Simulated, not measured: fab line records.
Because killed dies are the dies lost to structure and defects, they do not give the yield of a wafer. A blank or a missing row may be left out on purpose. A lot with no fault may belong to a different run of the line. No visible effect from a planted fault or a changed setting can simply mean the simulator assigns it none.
Struck lot and sound lot, side by side | flow sfqLine | 42 steps out of a route of 325
Sound: these wafers, L839.1, L839.2, L839.4. Struck: wafers L837.1, L837.2 (left out: L837.3, a lot-mate that was not struck); the cause follows at the end.
Order at every step that has rows: each side's tool, ch and its chambers, its first start. Under that, the readings that differ: sound wafers | struck wafers | difference of the means | sigmas: that difference in standard deviations of wafers without a fault.
alike: readings with means less than 2 such deviations apart, plus words and numbers identical on both sides. not compared: withheld readings, readings lacking a value on some wafer, bounds such as >300 that could conceal the same value, and numbers that have no deviation in the record and whose values overlap.
Wherever a step has rows on one side only, a row that says differs or no value, or a row with sigmas, the two part there. When numbers do not overlap yet have no deviation, they are printed without sigmas and do not part them. A reading that every wafer of one side lacks parts them only if that side has two wafers or more.

first, 6 steps without rows for these wafers: SFQ_TRILAYER_I1_VIA_LITHO_COAT_054 (resist thk 62 nm); SFQ_TRILAYER_I1_VIA_LITHO_COAT_049 (resist thk 650 nm); SFQ_TRILAYER_I1_VIA_LITHO_SOFTBAKE_053; SFQ_TRILAYER_I1_VIA_LITHO_EXPOSE_050 (exposes mask I1, target cd 500 nm); SFQ_TRILAYER_I1_VIA_LITHO_PEB_052 (peb time 60 s); SFQ_TRILAYER_I1_VIA_LITHO_DEVELOP_051 (time 60 s).
SFQ_I1_OVL_MEAS_913:
  sound on overlay-01, day 36 00:51; struck on overlay-02, day 35 00:41
  alike: I1_OVL
then, 1 step without rows for these wafers: SFQ_TRILAYER_I1_VIA_BARC_OPEN_VIA_ETCH_071 (etches BARC in O2, target depth 125 nm, time 41.7 s).
SFQ_TRILAYER_I1_VIA_ETCH_VIA_ETCH_052: etches SiO2 in CHF3, stops on Nb, target depth 260 nm.
  sound on rieDiel-03 ch 0,1,2, day 36 00:55; struck on rieDiel-02 ch 0,3, day 35 00:46
reading             | sound             | struck      | difference | sigmas
oesProductAu (a.u.) | 0.852 0.844 0.847 | 0.852 0.864 | +0.010     | +2
  alike: drypumpMotorCurrentA
then, 3 steps without rows for these wafers: SFQ_TRILAYER_I1_VIA_STRIP_STRIP_053 (strips in O2); SFQ_TRILAYER_I1_VIA_STRIP_SOLV_CLEAN_054 (cleans in NMP, time 600 s); SFQ_TRILAYER_M2_DEP_PRE_CLEAN_056 (time 22.5 s).
SFQ_TRILAYER_M2_DEP_SPUTTER_055: material Nb, target thk 200 nm, time 133.3 s.
  sound on pvdSputter-03, day 36 01:50; struck on pvdSputter-04, day 35 01:40
reading                                            | sound             | struck      | difference | sigmas
model.Nb_of_TRILAYER_M2_DEP_SPUTTER_055.thkNm (nm) | 198.8 198.9 198.3 | 141.5 141.3 | -57.3      | 
  alike: substrateTempC, throttleValvePct
SFQ_M2_RS_MEAS_914: the measuring method here is four-point-probe.
  sound on filmMetro-03, day 36 01:56; struck on filmMetro-01, day 35 01:46
reading           | sound             | struck      | difference | sigmas
M2_NB_RS (ohm/sq) | 0.896 0.895 0.897 | 1.267 1.267 | +0.371     | +37
then, 6 steps without rows for these wafers: SFQ_TRILAYER_M2_LITHO_COAT_062 (resist thk 62 nm); SFQ_TRILAYER_M2_LITHO_COAT_057 (resist thk 600 nm); SFQ_TRILAYER_M2_LITHO_SOFTBAKE_061; SFQ_TRILAYER_M2_LITHO_EXPOSE_058 (exposes mask M2, target cd 500 nm); SFQ_TRILAYER_M2_LITHO_PEB_060 (peb time 60 s); SFQ_TRILAYER_M2_LITHO_DEVELOP_059 (time 60 s).
SFQ_M2_OVL_MEAS_916:
  sound on overlay-01, day 36 04:29; struck on overlay-02, day 35 04:12
  alike: M2_OVL
SFQ_TRILAYER_M2_BARC_OPEN_METAL_ETCH_077: etches BARC in O2, target depth 125 nm, time 41.7 s.
  sound on rieMetal-02 ch 0,1, day 36 04:31; struck on rieMetal-04 ch 0,1, day 35 04:14
  alike: drypumpMotorCurrentA, oesProductAu
  not compared: rfHoursCounterH
SFQ_TRILAYER_M2_ETCH_METAL_ETCH_060: etches Nb in Cl2/Ar, stops on SiO2, target depth 240 nm, time 120 s.
  sound on rieMetal-02 ch 0,1, day 36 04:35; struck on rieMetal-04 ch 0,1, day 35 04:17
reading             | sound             | struck      | difference | sigmas
oesProductAu (a.u.) | 0.893 0.894 0.890 | 0.745 0.742 | -0.149     | -19
  alike: drypumpMotorCurrentA
  not compared: rfHoursCounterH
then, 2 steps without rows for these wafers: SFQ_TRILAYER_M2_STRIP_STRIP_061 (strips in O2); SFQ_TRILAYER_M2_STRIP_SOLV_CLEAN_062 (cleans in NMP, time 600 s).
SFQ_TRILAYER_I2_DEP_PECVD_063: deposits SiO2 from SiH4/N2O, time 111.11 s, target thk 500 nm.
  sound on pecvd-04 ch 0,2, day 36 05:29; struck on pecvd-01 ch 0,1, day 35 05:11
  alike: chamberPressureTorr, heaterPowerW, throttleValvePct
then, 1 step without rows for these wafers: SFQ_TRILAYER_I2_CMP_CMP_064 (polishes SiO2).
SFQ_I2_BOW_MEAS_917:
  sound on filmMetro-04, day 36 08:34; struck on filmMetro-01, day 35 10:46
  alike: I2_BOW
SFQ_TRILAYER_I2_METRO_MEASURE_065:
  sound on filmMetro-04, day 36 08:41; struck on filmMetro-01, day 35 10:53
  alike: thkNm
then, 6 steps without rows for these wafers: SFQ_TRILAYER_I2_VIA_LITHO_COAT_072 (resist thk 62 nm); SFQ_TRILAYER_I2_VIA_LITHO_COAT_067 (resist thk 650 nm); SFQ_TRILAYER_I2_VIA_LITHO_SOFTBAKE_071; SFQ_TRILAYER_I2_VIA_LITHO_EXPOSE_068 (exposes mask I2, target cd 500 nm); SFQ_TRILAYER_I2_VIA_LITHO_PEB_070 (peb time 60 s); SFQ_TRILAYER_I2_VIA_LITHO_DEVELOP_069 (time 60 s).
-- the record jumps here: 6 days lie between the struck wafers' starts before and after --
SFQ_I2_OVL_MEAS_918:
  sound on overlay-02, day 42 14:43; struck on overlay-01, day 41 18:19
  alike: I2_OVL
SFQ_TRILAYER_I2_VIA_BARC_OPEN_VIA_ETCH_096: etches BARC in O2, target depth 125 nm, time 41.7 s.
  sound on rieDiel-02 ch 0,2,3, day 42 14:44; struck on rieDiel-01 ch 1,3, day 41 18:20
reading             | sound             | struck      | difference | sigmas
oesProductAu (a.u.) | 0.680 0.672 0.679 | 0.685 0.690 | +0.010     | +2
  alike: drypumpMotorCurrentA
  not compared: rfHoursCounterH
then, 4 steps without rows for these wafers: SFQ_TRILAYER_I2_VIA_ETCH_VIA_ETCH_070 (etches SiO2 in CHF3, stops on Nb, target depth 260 nm); SFQ_TRILAYER_I2_VIA_STRIP_STRIP_071 (strips in O2); SFQ_TRILAYER_I2_VIA_STRIP_SOLV_CLEAN_072 (cleans in NMP, time 600 s); SFQ_TRILAYER_M3_DEP_PRE_CLEAN_074 (time 22.5 s).
-- the record jumps here: 44 days lie between the struck wafers' starts before and after --
SFQ_M8_BOW_MEAS_951:
  sound on filmMetro-04, day 85 19:16; struck on filmMetro-04, day 85 10:52
reading                | sound                | struck      | difference | sigmas
model.etest.m2.ohmUm   | 1.779 1.792 1.797    | 2.522 2.517 | +0.730     | 
model.etest.i1.linkOhm | 1.977 1.959 1.967    | 2.426 2.423 | +0.457     | 
model.etest.m2.ohmSq   | 0.8954 0.8949 0.8977 | 1.258 1.26  | +0.363     | 
model.etest.i2.linkOhm | 1.979 1.979 1.984    | 2.353 2.353 | +0.372     | 
  alike: M8_BOW

## WHERE THEY PART
Last at SFQ_TRILAYER_I2_VIA_BARC_OPEN_VIA_ETCH_096 as far as this record goes, first at SFQ_TRILAYER_I1_VIA_ETCH_VIA_ETCH_052. Later steps at which nothing parts them and some readings are alike: SFQ_M8_BOW_MEAS_951.

WHY: what had been put in by the simulator
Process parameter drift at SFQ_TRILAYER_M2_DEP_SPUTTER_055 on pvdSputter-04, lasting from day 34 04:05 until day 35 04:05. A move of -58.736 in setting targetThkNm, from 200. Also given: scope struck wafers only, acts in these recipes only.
